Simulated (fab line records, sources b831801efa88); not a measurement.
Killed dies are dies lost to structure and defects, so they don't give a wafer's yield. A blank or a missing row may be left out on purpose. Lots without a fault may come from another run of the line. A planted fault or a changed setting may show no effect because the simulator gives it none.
fab line records | flow gf180mcu | part 2 of 2: steps 31 to 42 of 42
record lots=5 wafers=15 last_day=34
route steps=602 shown HV_LDD@219 NSD@235 PSD@248
lots that met no fault: from a run of the same line without faults
start_h: hours from the record's first day to the start of the lot's first wafer shown | wait_h: hours since the lot's step before | " the same as in the row above | L1.1+2: a row that stands for several wafers | - no value, or no start given | * or withheld: withheld | < > ~ a bound
route shown NAME@n: a module of which the file shows steps, and the number in the route of the first | usual: mean/standard deviation of fault-free wafers | same: alike in all rows | chamber/n: place in a boat | sites: the reading at each site | _std_site: their standard deviation | _edge_site: outer sites' mean less inner sites' | radius_mm: how far each site lies from the wafer's centre | mask NAME#n: copy n | behind: the tool/chamber that last shaped the wafer | hold: why the lot was held/for how many hours/how that ended | device: the transistor (n, p or np) that didn't switch | end of line: the same wafers' tests at the end of the route | a step without rows: its recipe alone | killed: dies lost to structure and defects at the first sort, not the wafer's yield | map: a wafer's dies, x killed, . not, _ none there
set.NAME: the setting as run; set.NAME@STEP: as run at that earlier step | model.NAME: the simulator's own value behind a step, which no gauge read
lots at some steps of the route; a table a step, a row a wafer
services: from which hour (start_h, from the record's first day; less than 0 if before it) a tool's chamber was out of use, for how many hours, and why
## steps
# step GF_PSD_HMDS_01
# recipe prime_time_s=60 prime_temp_c=120
# usual prime_temp_c=119.99/0.12
# columns lot.wafer tool chamber start_h wait_h prime_temp_c
L076.1 litho_track-01 0 328.03 0.1 120.06
L076.2 " 0 " " 119.80
L076.3 " 0 " " 120.19
L078.1 litho_track-01 0 342.98 0.1 119.86
L078.2 " 0 " " 119.94
L078.4 " 0 " " 119.93
L079.2 litho_track-01 0 345.80 0.1 120.16
L079.5 " 0 " " 119.82
L079.6 " 0 " " 119.98
L083.1 litho_track-02 0 379.33 0.1 119.92
L083.5 " 0 " " 120.24
L083.6 " 0 " " 119.94
L097.1 litho_track-02 0 496.18 0.1 120.32
L097.2 " 0 " " 120.07
L097.6 " 0 " " 120.14
# step GF_PSD_COAT_02
# recipe resist=NOVOLAK spin_rpm=3000 resist_thk_nm=1000
# columns lot.wafer tool chamber start_h wait_h
L076.1+2+3 litho_track-01 0 328.18 0.1
L078.1+2+4 litho_track-01 0 343.13 0.1
L079.2+5+6 litho_track-01 0 345.95 0.1
L083.1+5+6 litho_track-02 0 379.48 0.1
L097.1+2+6 litho_track-02 0 496.33 0.1
# step GF_PSD_SOFTBAKE_03
# recipe temp_c=90 time_s=60 resist=NOVOLAK
# columns lot.wafer tool chamber start_h wait_h
L076.1+2+3 litho_track-01 0 328.33 0.1
L078.1+2+4 litho_track-01 0 343.28 0.1
L079.2+5+6 litho_track-01 0 346.10 0.1
L083.1+5+6 litho_track-02 0 379.63 0.1
L097.1+2+6 litho_track-02 0 496.48 0.1
# step GF_PSD_EXPOSE_04
# recipe mask_id=Pplus target_cd_nm=400 na=0.6 source_shape=conventional sigma_outer=0.6 dose_mj=140
# columns lot.wafer tool chamber start_h wait_h mask
L076.1+2+3 iline_stepper-01 0 - - Pplus#0
L078.1+2+4 iline_stepper-02 0 - - Pplus#0
L079.2+5+6 iline_stepper-02 0 - - Pplus#0
L083.1+5+6 iline_stepper-01 0 - - Pplus#0
L097.1+2+6 iline_stepper-01 0 - - Pplus#0
# step GF_PSD_PEB_05
# recipe temp_c=withheld time_s=* resist=NOVOLAK
# columns lot.wafer tool chamber start_h wait_h
L076.1+2+3 litho_track-03 0 - -
L078.1+2+4 litho_track-01 0 - -
L079.2+5+6 litho_track-01 0 - -
L083.1+5+6 litho_track-02 0 - -
L097.1+2+6 litho_track-03 0 - -
# step GF_PSD_DEVELOP_06
# recipe develop_time_s=60 dev_temp_c=23
# columns lot.wafer tool chamber start_h wait_h
L076.1+2+3 litho_track-03 0 339.19 0.1
L078.1+2+4 litho_track-01 0 354.33 0.1
L079.2+5+6 litho_track-01 0 356.80 0.1
L083.1+5+6 litho_track-02 0 391.48 0.1
L097.1+2+6 litho_track-03 0 508.14 0.1
# step GF_PSD_CD_MEAS_07
# recipe target_cd_nm=400
# usual cd_nm=399.5/1.7
# columns lot.wafer tool chamber start_h wait_h cd_nm
L076.1 cd_sem-02 - 339.34 0.1 399.1
L076.2 " - " " 400.6
L076.3 " - " " 397.7
L078.1 cd_sem-02 - 354.48 0.1 398.8
L078.2 " - " " 396.3
L078.4 " - " " 398.7
L079.2 cd_sem-01 - 356.95 0.1 398.5
L079.5 " - " " 399.6
L079.6 " - " " 398.7
L083.1 cd_sem-01 - 391.63 0.1 401.4
L083.5 " - " " 399.1
L083.6 " - " " 400.2
L097.1 cd_sem-01 - 508.29 0.1 398.6
L097.2 " - " " 399.1
L097.6 " - " " 400.0
# step GF_PSD_OVL_MEAS_08
# usual PSD_OVL=0.7/1.1
# columns lot.wafer tool chamber start_h wait_h PSD_OVL[nm]
L076.1 overlay-02 - 339.46 0.1 0.1
L076.2 " - " " -0.3
L076.3 " - " " 0.7
L078.1 overlay-01 - 354.60 0.1 0.4
L078.2 " - " " 1.2
L078.4 " - " " 1.1
L079.2 overlay-02 - 357.05 0.1 0.9
L079.5 " - " " 1.2
L079.6 " - " " -0.2
L083.1 overlay-01 - 391.75 0.1 1.6
L083.5 " - " " 1.4
L083.6 " - " " 1.2
L097.1 overlay-02 - 508.41 0.1 0.1
L097.2 " - " " -1.6
L097.6 " - " " 1.4
# step GF_PSD_IMPLANT_09
# recipe species=BF2 energy_kev=40 dose_cm2=1.5e+15 tilt_deg=7
# usual tilt_deg=6.996/0.016
# columns lot.wafer tool chamber start_h wait_h tilt_deg
L076.1 implanter-02 0 339.50 0.0 7.013
L076.2 " 0 " " 7.009
L076.3 " 0 " " 6.998
L078.1 implanter-01 0 354.63 0.0 7.014
L078.2 " 0 " " 7.000
L078.4 " 0 " " 7.010
L079.2 implanter-02 0 357.11 0.0 6.987
L079.5 " 0 " " 6.985
L079.6 " 0 " " 6.973
L083.1 implanter-01 0 391.79 0.0 7.040
L083.5 " 0 " " 6.994
L083.6 " 0 " " 7.003
L097.1 implanter-01 0 508.45 0.0 6.995
L097.2 " 0 " " 6.986
L097.6 " 0 " " 7.009
# step GF_PSD_STRIP_10
# recipe chemistry=O2/N2 power_w=1400 pressure_mtorr=1500 platen_temp_c=250 o2_flow_sccm=3000 n2_flow_sccm=300 overash_fraction=0.5
# usual drypump_motor_current_A=5.8/0.36 heater_power_w=314/37 oes_product_au=0.592/0.0045 strip_time_to_endpoint_s=16.53/0.038
# columns lot.wafer tool chamber start_h wait_h drypump_motor_current_A heater_power_w oes_product_au rf_hours_counter_h strip_time_to_endpoint_s
L076.1 plasma_asher-01 0 339.65 0.1 5.7 334 0.594 68 16.49
L076.2 " 1 " " 6.4 279 0.592 68 16.50
L076.3 " 0 " " 5.8 329 0.594 - 16.53
L078.1 plasma_asher-01 1 354.78 0.1 6.4 286 0.592 69 16.53
L078.2 " 0 " " 5.8 324 0.587 69 16.55
L078.4 " 0 " " 5.8 334 0.593 - 16.58
L079.2 plasma_asher-01 0 357.23 0.1 5.8 328 0.591 70 16.54
L079.5 " 0 " " 5.8 335 0.594 - 16.56
L079.6 " 1 " " 6.4 286 0.593 - 16.57
L083.1 plasma_asher-03 0 391.94 0.1 5.7 359 0.590 77 16.49
L083.5 " 0 " " 5.6 342 0.586 - 16.51
L083.6 " 1 " " 5.5 415 0.589 - 16.52
L097.1 plasma_asher-01 0 508.60 0.1 5.8 334 0.592 85 16.46
L097.2 " 1 " " 6.4 286 0.590 85 16.47
L097.6 " 0 " " 5.8 325 0.584 - 16.42
# step GF_PSD_TW_MEAS_11
# usual PSD_TW=3169/31
# columns lot.wafer tool chamber start_h wait_h PSD_TW
L076.1 film_metro-02 - 339.75 0.1 3160
L076.2 " - " " 3188
L076.3 " - " " 3172
L078.1 film_metro-02 - 354.88 0.1 3188
L078.2 " - " " 3170
L078.4 " - " " 3165
L079.2 film_metro-01 - 357.34 0.1 3212
L079.5 " - " " 3200
L079.6 " - " " 3227
L083.1 film_metro-03 - 392.04 0.1 3143
L083.5 " - " " 3149
L083.6 " - " " 3131
L097.1 film_metro-01 - 508.70 0.1 3187
L097.2 " - " " 3191
L097.6 " - " " 3192
# step GF_PSD_CLEAN_12
# recipe chemistry=SC1/SC2 mix=1:4:20 temp_c=70 time_s=150 dry=n2_spin
# columns lot.wafer tool chamber start_h wait_h
L076.1+2+3 wet_bench-04 1 339.81 0.1
L078.1+2+4 wet_bench-03 2 354.94 0.1
L079.2+5+6 wet_bench-03 1 357.39 0.0
L083.1+5+6 wet_bench-04 2 392.10 0.1
L097.1+2+6 wet_bench-02 0 508.76 0.1
## services
# columns tool chamber start_h hours kind
implanter-02 - 261.52 5.0 repair
iline_stepper-01 - 267.11 0.9 repair
implanter-04 - 270.08 3.1 pm
iline_stepper-02 - 277.66 1.7 pm
implanter-04 - 285.35 2.4 repair
implanter-01 - 299.29 0.6 repair
implanter-03 - 328.61 18.0 repair
implanter-02 - 365.60 1.8 repair
implanter-04 - 397.15 4.6 pm
implanter-01 - 397.38 3.5 repair
plasma_asher-02 - 415.96 1.7 repair
iline_stepper-02 - 417.65 9.7 repair
wet_bench-04 - 418.44 1.9 repair
plasma_asher-03 - 421.25 9.0 pm
plasma_asher-01 - 447.24 14.6 pm
implanter-01 - 450.61 5.9 pm
iline_stepper-02 - 460.97 2.1 pm
implanter-02 - 462.47 21.1 pm
implanter-04 - 464.73 5.3 repair
iline_stepper-01 - 476.36 1.7 pm
plasma_asher-03 - 489.20 99.1 repair
wet_bench-04 - 490.36 4.6 repair
iline_stepper-02 - 495.84 1.7 pm
implanter-02 - 505.69 3.9 repair
